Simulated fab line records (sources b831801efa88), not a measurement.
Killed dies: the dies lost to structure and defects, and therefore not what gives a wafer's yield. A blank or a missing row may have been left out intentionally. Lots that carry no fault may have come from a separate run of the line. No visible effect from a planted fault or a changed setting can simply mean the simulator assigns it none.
A single fault, viewed from 2 desks -- flow gf180mcu -- what lay behind the numbers comes last; until then each desk has only its own

== METROLOGY DESK ==
Lot by lot, what the gauges showed, no matter which tool ran the lot: averages of those sampled wafers that carry a number. A lot is out of limits, marked OUT, if its mean lies more than 4 standard deviations from the usual mean; the brackets give that distance.
Columns: A = V5_OVL at GF_V5_OVL_MEAS_15, usual 1 nm; B = V5_W_RS at GF_V5_RS_MEAS_24, usual 0.330 ohm/sq; C = V5_W_THK at GF_V5_THK_MEAS_25, usual 352 nm
lot,first seen here,A,B,C
L549,day 28 11:04,-8,0.325,354
L553,day 28 23:05,8,0.331,348
L562,day 31 16:58,-2,0.327,356
L567,day 32 22:49,7,0.338,346
L568,day 33 01:05,2,0.330,352
Result from this desk: across the 5 lots, nothing is out of limits.

== THE TOOL OWNER'S DESK: pvd sputter-01 ==
The tool's own readings at GF_TOP_METAL_SPUTTER_00 (material Ti, target thk 37.5 nm, time 150 s): means of the sampled wafers that have a number, for each lot that ran on this tool. A lot is out of limits, marked OUT, if its mean lies more than 4 standard deviations from the usual mean; the brackets give that distance.
Columns: A = chamber pressure pa at GF_TOP_METAL_SPUTTER_00, usual 2.001 Pa; B = throttle valve pct at GF_TOP_METAL_SPUTTER_00, usual 30.1 %
lot,first seen here,A,B
L549,day 28 12:29,2.000,29.7
L562,day 31 18:24,1.899 (-26) OUT,30.6
This desk's finding: out of limits on L562; first on L562, day 31 18:24 (chamber pressure pa at GF_TOP_METAL_SPUTTER_00). In limits: L549.

== TAKEN TOGETHER ==
The tool owner's desk could have raised an alarm at day 31 18:24, on L562.
Metrology desk: nothing out of limits seen.
The metrology desk has L562 on record, within its limits.
All the named lots went through GF_TOP_METAL_SPUTTER_00 on pvd sputter-01.

== WHAT HAD BEEN PUT IN BY THE SIMULATOR ==
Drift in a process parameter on pvd sputter-01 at GF_TOP_METAL_SPUTTER_00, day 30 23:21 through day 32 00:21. From 2, the setting chamber pressure pa moved by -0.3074. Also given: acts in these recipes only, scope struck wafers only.
Struck lots among those shown: L562.
Hours from the fault's start to each desk's first reading out of limits: the tool owner's desk, 19.
